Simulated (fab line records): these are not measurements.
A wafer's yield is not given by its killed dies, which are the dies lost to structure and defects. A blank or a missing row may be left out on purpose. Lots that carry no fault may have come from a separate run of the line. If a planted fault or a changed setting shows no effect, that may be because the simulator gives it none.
Matching of chambers + flow sky130 + SKY_VIA2_ETCH_15 on rie-diel-02: 4 sister chambers
The step etches SiO2 in C4F8/O2/Ar, stops on TiN, target depth 546 nm, time 84 s. 8 wafers are shown with their chamber, then 7 later ones without.

## EACH WAFER AND ITS CHAMBER
| wafer  | chamber | oes-product-au (a.u.) |
|--------|---------|-----------------------|
| L990.1 | 1       | 0.942                 |
| L992.2 | 3       | 0.941                 |
| L992.3 | 1       | 0.948                 |
| L992.6 | 3       | 0.942                 |
| L994.4 | 0       | 0.929                 |
| L994.6 | 0       | 0.939                 |
| L995.2 | 2       | 0.936                 |
| L995.4 | 2       | 0.940                 |

## WAFERS WITH NO CHAMBER GIVEN
| wafer  | oes-product-au (a.u.) |
|--------|-----------------------|
| L995.5 | 0.936                 |
| L110.1 | 0.934                 |
| L110.2 | 0.940                 |
| L110.6 | 0.939                 |
| L111.3 | 0.937                 |
| L111.5 | 0.937                 |
| L111.6 | 0.941                 |

## EACH ONE'S CHAMBER
| wafer  | from the rows above               | in truth |
|--------|-----------------------------------|----------|
| L995.5 | can't be placed: 2 or 0 or 3 or 1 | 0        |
| L110.1 | can't be placed: 0 or 2 or 3      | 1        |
| L110.2 | can't be placed: 3 or 2 or 1 or 0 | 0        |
| L110.6 | can't be placed: 2 or 3 or 0 or 1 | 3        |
| L111.3 | can't be placed: 2 or 0 or 3 or 1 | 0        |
| L111.5 | can't be placed: 2 or 0 or 3 or 1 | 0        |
| L111.6 | can't be placed: 3 or 2 or 1 or 0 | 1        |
Correct placement for 0 of the 7. These rows do not allow placing 7 (true chamber among the candidates in 6). Number placed wrongly: 0.
How it was worked out, from the rows above alone: a wafer's distance from a chamber is the root of the sum, over the readings, of the square of ((its reading less the chamber's mean) divided by the reading's scatter). The wafer belongs to the nearest chamber; if the next one is less than 2 further off, it can't be placed. A chamber's mean is the mean of its shown wafers. The scatter is the square root of a quotient: the sum, over the shown wafers, of each reading's squared deviation from its chamber's mean, divided by wafers minus chambers.
